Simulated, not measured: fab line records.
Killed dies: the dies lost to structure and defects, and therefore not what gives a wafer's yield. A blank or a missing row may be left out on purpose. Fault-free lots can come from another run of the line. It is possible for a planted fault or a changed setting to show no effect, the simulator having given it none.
A lot that was struck, set against a sound lot + flow sky130 + 36 out of 708 route steps
Sound: these wafers, L952.3, L952.4, L952.6. Struck: wafers L950.2, L950.5. At the end, the cause is stated.
Per side, at each step with rows, come the tool, then ch with its chambers, and then its first start. Under that, the readings that differ: sound wafers + struck wafers + difference of the means + sigmas: that difference in standard deviations of wafers without a fault.
alike: readings whose means differ by less than 2 such deviations, and words and numbers that are the same on both sides. not compared: withheld readings, readings that some wafer has no value for, bounds like >300 that may hide the same value, and numbers for which the record gives no deviation and whose values overlap.
A row with sigmas, a row that says differs or no value, or rows on one side alone: a step with any of these is where the two part. Non-overlapping numbers with no deviation appear without sigmas and do not part them. A reading that every wafer of one side lacks parts them only if that side has two wafers or more.

first, 9 steps without rows for these wafers: SKY_LOCAL_INTERCONNECT_PEB_09; SKY_LOCAL_INTERCONNECT_DEVELOP_10 (develop time 60 s); SKY_LOCAL_INTERCONNECT_ETCH_13 (etches BARC in N2/H2, stops on SiO2, time 45.9 s, target depth 60 nm); SKY_LOCAL_INTERCONNECT_METAL_ETCH_14 (etches TiN in Cl2/BCl3, stops on PSG, target depth 110 nm, time 31.4 s); SKY_LOCAL_INTERCONNECT_STRIP_15 (strips in O2/N2); SKY_LOCAL_INTERCONNECT_STRIP_16 (strips in post etch residue remover, time 1200 s); SKY_LOCAL_INTERCONNECT_CLEAN_17 (cleans in IPA, time 180 s); SKY_LOCAL_INTERCONNECT_CLEAN_18 (cleans in O3/DIW); SKY_CONTACT_CVD_00 (deposits Si3N4, target thk 75 nm).
SKY_CONTACT_HDPCVD_02: deposits SiO2, target thk 565 nm, time 94.2 s.
  sound on hdpcvd-01 ch 1,2, day 35 14:49; struck on hdpcvd-02 ch 1,2, day 35 00:17
| reading                                     | sound             | struck    | difference | sigmas |
|---------------------------------------------|-------------------|-----------|------------|--------|
| model.SiO2_of_CONTACT_HDPCVD_02.thk_nm (nm) | 568.1 570.6 572.3 | 197 198.6 | -373       |        |
SKY_CONTACT_THK_MEAS_03:
  sound: film_metro-04 at day 35 14:55; struck: film_metro-03 at day 35 00:22
| reading                 | sound       | struck  | difference | sigmas |
|-------------------------|-------------|---------|------------|--------|
| CONTACT_HDPCVD_THK (nm) | 568 570 572 | 197 199 | -372       | -69    |
SKY_CONTACT_CMP_04: polishes SiO2.
  sound on cmp-01 ch 0,1,3, day 35 14:57; struck on cmp-02 ch 3, day 35 00:28
| reading                | sound    | struck | difference | sigmas |
|------------------------|----------|--------|------------|--------|
| time_to_endpoint_s (s) | 84 84 86 | 40 36  | -47        | -13    |
  alike: motor_current_A, slurry_flow_ml_min
then, 9 steps without rows for these wafers: SKY_CONTACT_DEHYDRATE_06 (time 60 s); SKY_CONTACT_HMDS_07 (prime time 60 s); SKY_CONTACT_COAT_08 (resist thk 60 nm); SKY_CONTACT_COAT_09 (resist thk 450 nm); SKY_CONTACT_SOFTBAKE_10 (time 90 s); SKY_CONTACT_EXPOSE_11 (exposes mask CTM1, target cd 170 nm); SKY_CONTACT_PEB_12; SKY_CONTACT_DEVELOP_13 (develop time 60 s); SKY_CONTACT_ETCH_16 (etches BARC in N2/H2, stops on SiO2, time 45.9 s, target depth 60 nm).
SKY_CONTACT_ETCH_17: etches SiO2 in C4F8/O2/Ar, stops on Si3N4, target depth 340 nm.
  sound on rie_diel-02 ch 0,3, day 36 18:02; struck on rie_diel-03 ch 1, day 36 03:59
| reading                             | sound             | struck      | difference | sigmas |
|-------------------------------------|-------------------|-------------|------------|--------|
| oes_product_au (a.u.)               | 0.898 0.883 0.890 | 0.675 0.673 | -0.216     | -46    |
| model.etch.depth_nm (nm)            | 341.1 341 342     | 197 198.6   | -144       |        |
| model.CONTACT.feature_depth_nm (nm) | 341.1 341 342     | 197 198.6   | -144       |        |
then, 12 steps without rows for these wafers: SKY_CONTACT_ETCH_18 (etches Si3N4 in CHF3/O2, stops on TiN, time 39 s, target depth 75 nm); SKY_CONTACT_STRIP_19 (strips in O2/N2); SKY_CONTACT_STRIP_20 (strips in post etch residue remover, time 1200 s); SKY_CONTACT_CLEAN_21 (cleans in IPA, time 180 s); SKY_CONTACT_CLEAN_22 (cleans in O3/DIW); SKY_CONTACT_SPUTTER_23 (material TiN, target thk 20 nm, time 80 s); SKY_CONTACT_CVD_24 (deposits W, target thk 340 nm, time 102.12 s); SKY_CONTACT_CMP_27 (polishes, stops on SiO2, t overpolish 15 s, target thk 0 nm); SKY_METAL1_SPUTTER_00 (material Ti, target thk 15 nm, time 10 s); SKY_METAL1_SPUTTER_01 (material TiN, target thk 20 nm, time 16.7 s); SKY_METAL1_SPUTTER_02 (material AlCu, target thk 250 nm, time 13.3 s); SKY_METAL1_SPUTTER_03 (material Ti, target thk 5 nm, time 3.3 s).
SKY_METAL1_METAL_ETCH_19: etches the open film in Cl2/BCl3, stops on SiO2, target depth 360 nm, time 78 s.
  sound on rie_metal-03 ch 0,1, day 37 22:44; struck on rie_metal-03 ch 0,1, day 37 07:31
| reading                                     | sound             | struck      | difference | sigmas |
|---------------------------------------------|-------------------|-------------|------------|--------|
| model.SiO2_of_CONTACT_HDPCVD_02.thk_nm (nm) | 327.1 326.8 327.8 | 182.9 184.6 | -143.5     |        |
  alike: drypump_motor_current_A, oes_product_au, throttle_valve_pct
  not compared: rf_hours_counter_h
SKY_PAD_OPEN_PROBE_99:
  the record has rows for the sound wafers here (prober-01, day 49 13:38) and none for the struck ones

## WHERE THEY PART
Last at SKY_PAD_OPEN_PROBE_99 as far as this record goes, first at SKY_CONTACT_THK_MEAS_03.

WHY: the cause the simulator had injected
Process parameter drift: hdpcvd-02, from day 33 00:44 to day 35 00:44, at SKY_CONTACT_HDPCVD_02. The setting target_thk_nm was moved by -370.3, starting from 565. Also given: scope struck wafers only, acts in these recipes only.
